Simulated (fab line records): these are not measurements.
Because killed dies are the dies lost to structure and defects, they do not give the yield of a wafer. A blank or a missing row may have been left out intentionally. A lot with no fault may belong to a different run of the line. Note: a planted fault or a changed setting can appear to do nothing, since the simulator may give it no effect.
Which tool did it?    flow sky130    33 wafers from 11 lots sampled at 2 of the route's 708 steps

== WHAT EACH GAUGE READ, for each wafer ==
SKY_DNWELL_TW_MEAS_09.
lot   measured     on             DNWELL_TW
L807  day 3 09:47  film-metro-01  1110 1102 1107
L808  day 3 15:19  film-metro-01  1118 1107 1108
L809  day 3 19:05  film-metro-01  1108 1104 1105
L811  day 4 06:32  film-metro-01  1099 1102 1101
L814  day 4 23:10  film-metro-03  1118 1108 1114
L817  day 5 20:52  film-metro-02  30 30 30
L825  day 7 11:56  film-metro-03  1103 1110 1105
L826  day 7 16:23  film-metro-03  1107 1114 1111
L827  day 8 00:39  film-metro-01  1098 1101 1097
L828  day 8 03:24  film-metro-03  1105 1113 1107
L829  day 8 12:05  film-metro-02  1109 1105 1107

== TOOL THAT RAN EACH LOT (tool first, then ch and the chambers of the sampled wafers, then the start) ==
lot   SKY_DNWELL_EXPOSE_04
L807  iline-stepper-02 ch 0, day 3 01:11
L808  iline-stepper-02 ch 0, day 3 07:05
L809  iline-stepper-01 ch 0, day 3 10:58
L811  iline-stepper-02 ch 0, day 3 21:56
L814  iline-stepper-01 ch 0, day 4 14:56
L817  iline-stepper-02 ch 0, day 5 12:01
L825  iline-stepper-01 ch 0, day 7 02:01
L826  iline-stepper-01 ch 0, day 7 06:08
L827  iline-stepper-01 ch 0, day 7 14:38
L828  iline-stepper-02 ch 0, day 7 17:35
L829  iline-stepper-01 ch 0, day 8 01:37
- SKY_DNWELL_EXPOSE_04: exposes mask DNM, target cd 3000 nm.

== THE ANSWER, worked out from the rows above alone ==
Rule: the lots themselves supply what counts as usual. Put in order of their means at a reading, lots are off if they are a third of the lots or fewer, leave a main group of 4 or more, and stand apart from it by a gap of 3 or more times the standard deviation of the main group's means; of several such gaps the widest counts. Not used: any main group whose means are identical at the precision the tables above print for the reading. Also off: a lot with no number at a reading for which 4 or more lots have one. Where the step has rows for the other lots, those lots are counted as sound.
Off: at SKY_DNWELL_TW_MEAS_09 (DNWELL_TW), L817. Mean 1107 and standard deviation 4.3 in the main group.
A tool fits if, at a process step before that reading, it ran every lot that is off, and no sound lot after the first of them. Those tools and the gauges at SKY_DNWELL_TW_MEAS_09 are tried in the same way. No candidate that was tried fits.

== WHAT THE SIMULATOR PUT IN ==
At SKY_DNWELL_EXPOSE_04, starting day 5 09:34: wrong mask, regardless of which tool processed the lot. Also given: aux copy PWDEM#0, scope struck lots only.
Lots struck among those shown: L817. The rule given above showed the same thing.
